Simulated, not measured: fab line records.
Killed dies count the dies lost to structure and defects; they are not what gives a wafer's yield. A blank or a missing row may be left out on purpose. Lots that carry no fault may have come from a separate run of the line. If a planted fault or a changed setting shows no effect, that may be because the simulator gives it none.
2 desks looking at one fault | flow sky130 | each desk has only its own numbers; what lay behind them comes last

## AT THE TOOL OWNER'S DESK: lithoTrack-04
The tool's own readings at SKY_LOCAL_INTERCONNECT_COAT_06 (resist thk 450 nm): means of the sampled wafers that have a number, for each lot that ran on this tool. Marked OUT: a lot whose mean sits more than 4 standard deviations from the usual mean, which makes it out of limits; the brackets give that distance.
Columns: A = spinSpeedRpm at SKY_LOCAL_INTERCONNECT_COAT_06, usual 3000.4 rpm
lot  | first seen here | A
L527 | day 30 09:00    | 3001.3
L534 | day 32 20:00    | 2927.2 (-39) OUT
L535 | day 33 00:00    | 2928.0 (-38) OUT
This desk's verdict: out of limits on L534, L535, starting with L534 at day 32 20:00 (spinSpeedRpm at SKY_LOCAL_INTERCONNECT_COAT_06). L527: within limits.

## FROM THE METROLOGY DESK
What the gauges read for every lot (on any tool): the sampled wafers with a number, averaged. Marked OUT: a lot whose mean sits more than 4 standard deviations from the usual mean, which makes it out of limits; the brackets give that distance.
Columns: A = LI_CONTACT_W_RS at SKY_LI_CONTACT_RS_MEAS_22, usual 0.2833 ohm/sq; B = LI_CONTACT_W_THK at SKY_LI_CONTACT_THK_MEAS_23, usual 389 nm; C = LOCAL_INTERCONNECT_TIN_RS at SKY_LOCAL_INTERCONNECT_RS_MEAS_01, usual 14.01 ohm/sq; D = LOCAL_INTERCONNECT_TIN_THK at SKY_LOCAL_INTERCONNECT_THK_MEAS_02, usual 101.0 nm; E = cdNm at SKY_LOCAL_INTERCONNECT_CD_MEAS_11, usual 170.1 nm; F = LOCAL_INTERCONNECT_OVL at SKY_LOCAL_INTERCONNECT_OVL_MEAS_12, usual -2 nm
lot  | first seen here | A      | B   | C     | D     | E     | F
L526 | day 29 01:53    | 0.2828 | 389 | 13.85 | 102.6 | 170.0 | -2
L527 | day 29 20:12    | 0.2848 | 386 | 13.85 | 102.2 | 170.7 | 4
L534 | day 32 05:15    | 0.2801 | 399 | 13.98 | 101.4 | 170.4 | -5
L535 | day 32 09:14    | 0.2844 | 378 | 13.87 | 101.9 | 169.3 | -4
L545 | day 35 17:39    | 0.2831 | 395 | 14.28 | 99.1  | 169.5 | -9
L547 | day 36 00:24    | 0.2844 | 388 | 13.93 | 101.1 | 168.5 | -11
This desk's verdict: no lot among the 6 shows anything out of limits.

## ALL TOGETHER
The tool owner's desk had the chance to raise an alarm at day 32 20:00 on L534, L535.
At the metrology desk, nothing out of limits was observed.
The metrology desk has L534, L535 on record, within its limits.
SKY_LOCAL_INTERCONNECT_COAT_06 was run on lithoTrack-04 by each of the lots named.

## WHAT HAD BEEN PUT IN BY THE SIMULATOR
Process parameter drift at SKY_LOCAL_INTERCONNECT_COAT_06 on lithoTrack-04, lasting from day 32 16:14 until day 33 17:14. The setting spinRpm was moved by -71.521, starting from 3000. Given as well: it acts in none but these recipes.
Shown lots that were struck: L534, L535.
Time in hours from fault onset to the first out-of-limits reading at each desk: the tool owner's desk, 4.
